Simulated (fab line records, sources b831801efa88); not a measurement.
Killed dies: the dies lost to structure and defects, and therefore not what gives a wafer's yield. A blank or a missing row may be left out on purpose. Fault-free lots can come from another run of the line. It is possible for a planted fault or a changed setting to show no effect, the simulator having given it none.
A struck lot beside a sound one | flow sky130 | 34 out of 708 route steps
Sound: wafers L532.1, L532.4, L532.6. Wafers L528.1, L528.2, L528.6 were the ones struck. The cause is named last.
Each step with rows lists, per side, the tool, then ch with its chambers, then its first start. Under that, the readings that differ: sound wafers | struck wafers | difference of the means | sigmas: that difference in standard deviations of wafers without a fault.
alike: words and numbers the same on both sides, and readings whose means are apart by under 2 such deviations; not compared: readings that were withheld, readings missing a value for some wafer, numbers with overlapping values and no deviation given by the record, and bounds like >300 which may hide the same value.
A row with sigmas, a row that says differs or no value, or rows on one side alone: a step with any of these is where the two part. Numbers that have no deviation but don't overlap get no sigmas and don't part them. A reading missing from all wafers of one side parts the sides only when that side holds two or more wafers.

first, 9 steps without rows for these wafers: SKY_LOCAL_INTERCONNECT_PEB_09; SKY_LOCAL_INTERCONNECT_DEVELOP_10 (develop time 60 s); SKY_LOCAL_INTERCONNECT_ETCH_13 (etches BARC in N2/H2, stops on SiO2, time 45.9 s, target depth 60 nm); SKY_LOCAL_INTERCONNECT_METAL_ETCH_14 (etches TiN in Cl2/BCl3, stops on PSG, target depth 110 nm, time 31.4 s); SKY_LOCAL_INTERCONNECT_STRIP_15 (strips in O2/N2); SKY_LOCAL_INTERCONNECT_STRIP_16 (strips in post etch residue remover, time 1200 s); SKY_LOCAL_INTERCONNECT_CLEAN_17 (cleans in IPA, time 180 s); SKY_LOCAL_INTERCONNECT_CLEAN_18 (cleans in O3/DIW); SKY_CONTACT_CVD_00 (deposits Si3N4, target thk 75 nm).
SKY_CONTACT_HDPCVD_02: deposits SiO2, target thk 565 nm, time 94.2 s.
  sound on hdpcvd-01 ch 0,2, day 35 14:10; struck on hdpcvd-02 ch 0,2, day 34 12:40
then, 23 steps without rows for these wafers: SKY_CONTACT_CMP_04 (polishes SiO2); SKY_CONTACT_DEHYDRATE_06 (time 60 s); SKY_CONTACT_HMDS_07 (prime time 60 s); SKY_CONTACT_COAT_08 (resist thk 60 nm); SKY_CONTACT_COAT_09 (resist thk 450 nm); SKY_CONTACT_SOFTBAKE_10 (time 90 s); SKY_CONTACT_EXPOSE_11 (exposes mask CTM1, target cd 170 nm); SKY_CONTACT_PEB_12; SKY_CONTACT_DEVELOP_13 (develop time 60 s); SKY_CONTACT_ETCH_16 (etches BARC in N2/H2, stops on SiO2, time 45.9 s, target depth 60 nm); SKY_CONTACT_ETCH_17 (etches SiO2 in C4F8/O2/Ar, stops on Si3N4, target depth 340 nm); SKY_CONTACT_ETCH_18 (etches Si3N4 in CHF3/O2, stops on TiN, time 39 s, target depth 75 nm); SKY_CONTACT_STRIP_19 (strips in O2/N2); SKY_CONTACT_STRIP_20 (strips in post etch residue remover, time 1200 s); SKY_CONTACT_CLEAN_21 (cleans in IPA, time 180 s); SKY_CONTACT_CLEAN_22 (cleans in O3/DIW); SKY_CONTACT_SPUTTER_23 (material TiN, target thk 20 nm, time 80 s); SKY_CONTACT_CVD_24 (deposits W, target thk 340 nm, time 102.12 s); SKY_CONTACT_CMP_27 (polishes, stops on SiO2, t overpolish 15 s, target thk 0 nm); SKY_METAL1_SPUTTER_00 (material Ti, target thk 15 nm, time 10 s); SKY_METAL1_SPUTTER_01 (material TiN, target thk 20 nm, time 16.7 s); SKY_METAL1_SPUTTER_02 (material AlCu, target thk 250 nm, time 13.3 s); SKY_METAL1_SPUTTER_03 (material Ti, target thk 5 nm, time 3.3 s).
-- the record jumps here: 14 days lie between the struck wafers' starts before and after (it left off in module METAL1 and takes up again in module PAD_OPEN, whose first step shown is number 708 of the route) --
SKY_PAD_OPEN_PROBE_99:
  sound: prober-01 at day 49 12:46; struck: prober-02 at day 48 19:25
  reading            | sound | struck                                                                     | difference                   | sigmas
  hold               | - -   | await dispo/3.2h/release await dispo/3.2h/release await dispo/3.2h/release | no value on the sound wafers |
  killed at contacts | 31 23 | 83 65 68                                                                   | +45                          | +8
  killed dies        | 89 76 | 133 120 134                                                                | +46                          | +5
  alike: killed_at_M0_to_M3, killed_at_M4_up, killed at front end, killed at other, killed open, killed short

## WHERE THEY PART
Only at SKY_PAD_OPEN_PROBE_99, within this record.

WHY: the cause the simulator had injected
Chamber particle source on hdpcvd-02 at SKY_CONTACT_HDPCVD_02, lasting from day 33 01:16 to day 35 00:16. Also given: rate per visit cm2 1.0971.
